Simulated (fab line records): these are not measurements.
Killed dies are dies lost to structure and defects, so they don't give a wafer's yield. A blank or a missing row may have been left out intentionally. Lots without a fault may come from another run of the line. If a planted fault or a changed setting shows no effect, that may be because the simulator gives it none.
Which tool is to blame? ; flow sfq_line ; 14 lots with 42 wafers sampled at 2 steps, on a route of 325 steps

== WHAT EACH GAUGE READ, for each wafer ==
SFQ_L0V_OVL_MEAS_903. Usual: L0V_OVL gives -5 nm (standard deviation 6.1).
lot;measured;on;L0V_OVL (nm);flag
L923;day 5 00:05;overlay-02;9 8 5;
L924;day 5 03:41;overlay-02;-9 -14 -7;
L925;day 5 10:52;overlay-02;-5 1 -9;
L928;day 6 08:05;overlay-02;-6 -8 -12;
L929;day 6 19:01;overlay-02;-12 -9 -8;
L930;day 7 02:14;overlay-02;4 -6 1;
L931;day 7 04:37;overlay-02;0 2 -7;
L932;day 7 17:02;overlay-01;-12 -10 -3;
L933;day 8 01:26;overlay-01;-11 -9 -13;
L936;day 8 19:22;overlay-02;-8 -4 -9;
L942;day 10 06:16;overlay-02;-16 -4 -11;
L943;day 10 12:20;overlay-01;4 -1 -13;
L944;day 10 18:20;overlay-01;1 6 4;
L945;day 10 23:08;overlay-02;9 8 4;

== EACH LOT AND THE TOOL THAT RAN IT (in order: tool; ch and the chambers of the sampled wafers; start) ==
lot;SFQ_TRILAYER_L0_BARC_OPEN_METAL_ETCH_010
L923;rie_metal-04 ch 0,1, day 3 07:50
L924;rie_metal-03 ch 0,1, day 3 13:50
L925;rie_metal-03 ch 0,1, day 3 18:37
L928;rie_metal-03 ch 0,1, day 4 09:01
L929;rie_metal-04 ch 0, day 4 18:43
L930;rie_metal-02 ch 0,1, day 4 23:32
L931;rie_metal-02 ch 0,1, day 5 04:19
L932;rie_metal-02 ch 0,1, day 5 10:19
L933;rie_metal-03 ch 0,1, day 5 17:31
L936;rie_metal-03 ch 0,1, day 6 06:43
L942;rie_metal-02 ch 0,1, day 7 11:31
L943;rie_metal-04 ch 0,1, day 7 18:53
L944;rie_metal-04 ch 0,1, day 7 21:07
L945;rie_metal-04 ch 0,1, day 8 04:35
- SFQ_TRILAYER_L0_BARC_OPEN_METAL_ETCH_010: etches BARC in O2, target depth 125 nm, time 41.7 s.

== WHAT THE TOOLS THEMSELVES READ (means of the sampled wafers that have a number; where no wafer has one, the mark that the record gives instead) ==
SFQ_TRILAYER_L0_BARC_OPEN_METAL_ETCH_010. Usual: drypump_motor_current_A 5.9 A, standard deviation 0.35; oes_product_au 0.685 a.u., standard deviation 0.0048; rf_fwd_power_W 592.5 W, standard deviation 2.5.
lot;tool;drypump_motor_current_A (A);oes_product_au (a.u.);rf_fwd_power_W (W);flag
L923;rie_metal-04;5.7;0.685;593.4;
L924;rie_metal-03;5.9;0.689;591.4;
L925;rie_metal-03;5.9;0.688;590.6;
L928;rie_metal-03;5.9;0.686;592.1;
L929;rie_metal-04;6.4;0.687;594.5;
L930;rie_metal-02;5.8;0.687;593.0;
L931;rie_metal-02;5.8;0.685;592.9;
L932;rie_metal-02;6.0;0.682;596.0;
L933;rie_metal-03;6.0;0.690;590.4;
L936;rie_metal-03;5.8;0.688;590.3;
L942;rie_metal-02;6.1;0.687;593.8;
L943;rie_metal-04;6.1;0.686;592.8;
L944;rie_metal-04;5.7;0.684;591.3;
L945;rie_metal-04;6.0;0.687;594.3;

== THE ANSWER, worked out from the rows above alone ==
Rule: a lot counts as off when the mean over its wafers that have a number is more than 3 standard deviations away from the usual mean. Also off: a lot with no number at a reading for which 4 or more lots have one. Any other lot the step has rows for is counted as sound. After the gauges, taken in route order, come the tools' own readings; for these a lot's mean is taken, as printed above. The first step at which some lot is off is used, and at that step the reading that is off furthest; a lot without a number counts as furthest.
Across all readings shown, no lot is off: no conclusion can be drawn from this.

== WHAT THE SIMULATOR PUT IN ==
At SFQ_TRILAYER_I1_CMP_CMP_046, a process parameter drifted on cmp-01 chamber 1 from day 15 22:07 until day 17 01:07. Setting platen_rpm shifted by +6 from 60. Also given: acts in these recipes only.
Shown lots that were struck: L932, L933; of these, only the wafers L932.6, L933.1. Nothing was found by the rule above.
